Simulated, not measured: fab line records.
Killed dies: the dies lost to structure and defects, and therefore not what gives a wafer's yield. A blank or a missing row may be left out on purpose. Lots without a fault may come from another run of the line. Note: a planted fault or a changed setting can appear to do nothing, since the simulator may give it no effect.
Which of the tools did it?	flow sky130	13 lots with 36 wafers sampled at 2 steps, on a route of 708 steps

== WHAT EACH GAUGE READ, for each wafer ==
SKY_VT_ADJUST_HVTP_TW_MEAS_11.
lot	measured	on	VT_ADJUST_HVTP_TW
L142	day 6 06:01	film metro-01	1377 1379 1377
L144	day 6 16:02	film metro-04	1359 1363 1364
L143	day 6 17:46	film metro-03	1349 1354 1350
L151	day 8 15:56	film metro-04	1350 1276
L152	day 8 19:23	film metro-04	1345 1276
L153	day 9 01:46	film metro-03	1348 1269
L154	day 9 06:58	film metro-04	1351 1361 1352
L156	day 9 22:49	film metro-01	1386 1382 1377
L158	day 10 05:41	film metro-01	1372 1381 1377
L161	day 11 04:55	film metro-01	1379 1375 1386
L162	day 11 09:49	film metro-03	1362 1358 1359
L164	day 11 23:16	film metro-04	1347 1352 1353
L165	day 12 03:55	film metro-01	1374 1371 1371

== EACH LOT AND THE TOOL THAT RAN IT (in order: tool; ch and the chambers of the sampled wafers; start) ==
lot	SKY_VT_ADJUST_HVTP_IMPLANT_09
L142	implanter-02 ch 0, day 6 05:49
L144	implanter-02 ch 0, day 6 15:47
L143	implanter-02 ch 0, day 6 17:32
L151	implanter-03 ch 0, day 8 15:43
L152	implanter-03 ch 0, day 8 19:10
L153	implanter-03 ch 0, day 9 01:32
L154	implanter-04 ch 0, day 9 06:43
L156	implanter-02 ch 0, day 9 22:34
L158	implanter-02 ch 0, day 10 05:27
L161	implanter-04 ch 0, day 11 04:40
L162	implanter-04 ch 0, day 11 09:35
L164	implanter-02 ch 0, day 11 23:01
L165	implanter-02 ch 0, day 12 03:40
- SKY_VT_ADJUST_HVTP_IMPLANT_09

== WHAT THE TOOLS THEMSELVES READ (means of the sampled wafers that have a number; where no wafer has one, the mark that the record gives instead) ==
The record holds no such reading with a usual standard deviation.

== THE ANSWER, worked out from the rows above alone ==
Rule: the lots themselves supply what counts as usual. The widest of any qualifying gaps counts: lots, ordered by their means at a reading, are off when they make up no more than a third of the lots, leave a main group of 4 or more, and stand apart from it by 3 or more times the standard deviation of that group's means. A main group whose means are all the same, to the digits that the tables above print for the reading, isn't used. A lot without any number at a reading at which 4 lots or more have one is off too. Any other lot the step has rows for is counted as sound. After the gauges, taken in route order, come the tools' own readings; for these a lot's mean is taken, as printed above. The first step at which some lot is off is used, and at that step the reading that is off furthest; a lot without a number counts as furthest.
Off: L151, L152, L153, at SKY_VT_ADJUST_HVTP_TW_MEAS_11 (VT_ADJUST_HVTP_TW). Mean 1367 and standard deviation 12 in the main group.
A tool fits if, at a process step before that reading, it ran every lot that is off, and no sound lot after the first of them. Those tools and the gauges at SKY_VT_ADJUST_HVTP_TW_MEAS_11 are tried in the same way. One candidate fits, namely implanter-03 at SKY_VT_ADJUST_HVTP_IMPLANT_09. It ran no sound lot before its first lot that is off in this sample, so the start can't be narrowed down.

== WHAT WAS PUT IN BY THE SIMULATOR ==
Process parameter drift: implanter-03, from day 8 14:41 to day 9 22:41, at SKY_VT_ADJUST_HVTP_IMPLANT_09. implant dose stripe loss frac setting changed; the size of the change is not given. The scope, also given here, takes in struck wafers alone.
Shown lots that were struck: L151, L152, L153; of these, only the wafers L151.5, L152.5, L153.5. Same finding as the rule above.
